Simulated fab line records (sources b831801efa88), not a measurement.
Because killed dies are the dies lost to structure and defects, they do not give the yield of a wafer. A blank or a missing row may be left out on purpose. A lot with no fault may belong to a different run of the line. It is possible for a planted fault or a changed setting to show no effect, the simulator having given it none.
Chamber matching -- flow gf180mcu -- cmp-02 running GF_STI_CMP_25: 4 sister chambers
The step polishes, stops on Si3N4, t overpolish 33 s, target thk 524.6 nm. 8 wafers are shown with their chamber, then 10 later ones without.

## WAFERS WITH THEIR CHAMBER
wafer,chamber,motor_current_A (A),head_pressure_psi (psi)
L082.5,0,11.7,3.996
L084.2,2,13.4,4.020
L085.3,2,13.2,4.001
L088.1,0,11.9,3.994
L088.2,3,12.8,4.006
L088.6,1,10.9,4.005
L091.1,3,13.1,4.010
L091.2,1,10.8,4.005

## WAFERS WHOSE CHAMBER IS MISSING
wafer,motor_current_A (A),head_pressure_psi (psi)
L091.4,13.1,3.996
L095.2,10.9,3.977
L095.4,13.7,3.983
L095.6,10.6,3.972
L096.2,10.8,3.979
L096.3,12.7,4.008
L096.5,10.5,4.005
L097.2,11.0,4.005
L097.3,11.4,3.989
L097.6,12.0,4.005

## WHICH CHAMBER EACH WENT THROUGH
wafer,from the rows above,in truth
L091.4,can't be placed: 3 or 2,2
L095.2,1,1
L095.4,can't be placed: 2 or 3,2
L095.6,1,1
L096.2,1,1
L096.3,3,3
L096.5,1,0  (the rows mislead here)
L097.2,1,1
L097.3,can't be placed: 0 or 1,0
L097.6,0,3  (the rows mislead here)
Correct placement for 5 of the 10. Can't be placed from these rows: 3 (the true chamber is among the candidates in 3). Wrongly placed: 2.
How it was worked out, from the rows above alone: a wafer's distance from a chamber is the root of the sum, over the readings, of the square of ((its reading less the chamber's mean) divided by the reading's scatter). If the next closest chamber is less than 2 further off than the closest, the wafer can't be placed; otherwise it belongs to the closest. For every chamber, the mean is computed from those of its wafers that are shown. The scatter: take each reading less its chamber's mean, square it, sum over the shown wafers, divide by the number of wafers less the number of chambers, and take the root.
